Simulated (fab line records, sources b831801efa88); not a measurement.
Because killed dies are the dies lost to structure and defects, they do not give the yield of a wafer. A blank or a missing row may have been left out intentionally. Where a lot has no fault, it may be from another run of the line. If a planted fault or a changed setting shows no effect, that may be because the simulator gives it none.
Which tool is to blame? + flow sky130 + 39 wafers from 13 lots sampled at 4 of the route's 708 steps

## WHAT EACH GAUGE READ, for each wafer
SKY_SONOS_TUNNEL_TW_MEAS_12. Usual: SONOS_TUNNEL_TW 196.2, standard deviation 2.
| lot  | measured     | on            | SONOS_TUNNEL_TW   | flag |
|------|--------------|---------------|-------------------|------|
| L781 | day 12 16:22 | film_metro-02 | 194.1 195.0 195.0 |      |
| L783 | day 12 16:56 | film_metro-01 | 194.7 195.1 196.0 |      |
| L784 | day 13 16:37 | film_metro-02 | 195.4 194.9 194.8 |      |
| L786 | day 13 17:01 | film_metro-02 | 195.5 194.5 193.9 |      |
| L788 | day 13 23:42 | film_metro-04 | 201.1 199.7 199.8 |      |
| L794 | day 16 10:00 | film_metro-04 | 198.5 199.3 199.3 |      |
| L796 | day 17 02:22 | film_metro-01 | 195.6 197.0 196.3 |      |
| L797 | day 17 09:28 | film_metro-01 | 195.8 195.8 196.0 |      |
| L798 | day 17 13:29 | film_metro-04 | 201.0 199.0 199.4 |      |
| L799 | day 17 23:19 | film_metro-02 | 193.7 194.5 194.7 |      |
| L800 | day 18 07:37 | film_metro-01 | 195.4 195.0 194.9 |      |
| L802 | day 18 19:22 | film_metro-04 | 199.8 198.8 199.2 |      |
| L803 | day 19 02:44 | film_metro-01 | 194.9 195.6 195.8 |      |

SKY_RES_PROTECT_TW_MEAS_08. Usual: POLY_GATE_TW 4033, standard deviation 41.
| lot  | measured     | on            | POLY_GATE_TW   | flag |
|------|--------------|---------------|----------------|------|
| L781 | day 16 14:53 | film_metro-04 | 4069 4083 4061 |      |
| L783 | day 16 15:13 | film_metro-04 | 4058 4040 4059 |      |
| L784 | day 17 14:59 | film_metro-04 | 4067 4058 4093 |      |
| L786 | day 17 14:52 | film_metro-02 | 3985 3985 3996 |      |
| L788 | day 18 00:07 | film_metro-01 | 3963 3990 3994 |      |
| L794 | day 20 15:29 | film_metro-02 | 3989 3996 3995 |      |
| L796 | day 21 10:05 | film_metro-04 | 4057 4061 4071 |      |
| L797 | day 21 13:45 | film_metro-04 | 4049 4056 4058 |      |
| L798 | day 21 21:38 | film_metro-02 | 3975 4003 3998 |      |
| L799 | day 22 05:11 | film_metro-04 | 4059 4060 4041 |      |
| L800 | day 22 13:50 | film_metro-04 | 4059 4048 4056 |      |
| L802 | day 23 06:56 | film_metro-04 | 4077 4075 4070 |      |
| L803 | day 23 11:09 | film_metro-04 | 4089 4071 4072 |      |

SKY_LDD_P_TW_MEAS_11. Usual: LDD_P_TW 632, standard deviation 7.5.
| lot  | measured     | on            | LDD_P_TW    | flag |
|------|--------------|---------------|-------------|------|
| L781 | day 20 12:41 | film_metro-04 | 636 635 635 |      |
| L783 | day 20 15:27 | film_metro-01 | 625 624 624 |      |
| L784 | day 21 18:56 | film_metro-01 | 623 625 622 |      |
| L786 | day 21 15:01 | film_metro-03 | 637 638 635 |      |
| L788 | day 22 02:28 | film_metro-04 | 634 638 640 |      |
| L794 | day 24 16:25 | film_metro-04 | 634 636 640 |      |
| L796 | day 25 08:55 | film_metro-01 | 623 624 624 |      |
| L797 | day 25 12:38 | film_metro-03 | 636 637 641 |      |
| L798 | day 25 21:59 | film_metro-04 | 645 644 642 |      |
| L799 | day 26 03:05 | film_metro-01 | 625 621 621 |      |
| L800 | day 26 12:44 | film_metro-04 | 640 638 642 |      |
| L802 | day 27 04:23 | film_metro-01 | 626 624 626 |      |
| L803 | day 27 07:29 | film_metro-04 | 640 640 636 |      |

## TOOL THAT RAN EACH LOT (tool first, then ch and the chambers of the sampled wafers, then the start)
| lot  | SKY_LDD_N_EXPOSE_04                 |
|------|-------------------------------------|
| L781 | iline_stepper-01 ch 0, day 18 13:34 |
| L783 | iline_stepper-01 ch 0, day 18 15:53 |
| L784 | iline_stepper-02 ch 0, day 19 18:31 |
| L786 | iline_stepper-01 ch 0, day 19 15:25 |
| L788 | iline_stepper-02 ch 0, day 20 03:34 |
| L794 | iline_stepper-02 ch 0, day 22 18:12 |
| L796 | iline_stepper-02 ch 0, day 23 11:29 |
| L797 | iline_stepper-01 ch 0, day 23 14:56 |
| L798 | iline_stepper-02 ch 0, day 24 00:28 |
| L799 | iline_stepper-02 ch 0, day 24 06:16 |
| L800 | iline_stepper-02 ch 0, day 24 15:22 |
| L802 | iline_stepper-02 ch 0, day 25 06:44 |
| L803 | iline_stepper-01 ch 0, day 25 11:29 |
- SKY_LDD_N_EXPOSE_04: exposes mask NTM, target cd 840 nm.

## WHAT THE TOOLS THEMSELVES READ (means of the sampled wafers that have a number; where no wafer has one, the mark that the record gives instead)
SKY_LDD_N_EXPOSE_04. Usual: exposure_dose_mJ_cm2 at 110.01, with a standard deviation of 0.089.
| lot  | tool             | exposure_dose_mJ_cm2 | flag |
|------|------------------|----------------------|------|
| L781 | iline_stepper-01 | 109.99               |      |
| L783 | iline_stepper-01 | 110.03               |      |
| L784 | iline_stepper-02 | 110.06               |      |
| L786 | iline_stepper-01 | 110.06               |      |
| L788 | iline_stepper-02 | 109.86               |      |
| L794 | iline_stepper-02 | 110.10               |      |
| L796 | iline_stepper-02 | 109.98               |      |
| L797 | iline_stepper-01 | 109.90               |      |
| L798 | iline_stepper-02 | 109.99               |      |
| L799 | iline_stepper-02 | 109.99               |      |
| L800 | iline_stepper-02 | 109.94               |      |
| L802 | iline_stepper-02 | 110.08               |      |
| L803 | iline_stepper-01 | 109.99               |      |

## THE ANSWER, worked out from the rows above alone
Rule: lot off if the mean of its wafers having a number is beyond 3 standard deviations from the usual mean. Also off: a lot with no number at a reading for which 4 or more lots have one. The other lots that the step has rows for count as sound. The gauges are gone through in route order, then the tools' own readings, and for those a lot's mean is taken as printed above. The first step at which some lot is off is used, and at that step the reading that is off furthest; a lot without a number counts as furthest.
No lot is off at any reading shown: from this, nothing can be told.

## WHAT HAD BEEN PUT IN BY THE SIMULATOR
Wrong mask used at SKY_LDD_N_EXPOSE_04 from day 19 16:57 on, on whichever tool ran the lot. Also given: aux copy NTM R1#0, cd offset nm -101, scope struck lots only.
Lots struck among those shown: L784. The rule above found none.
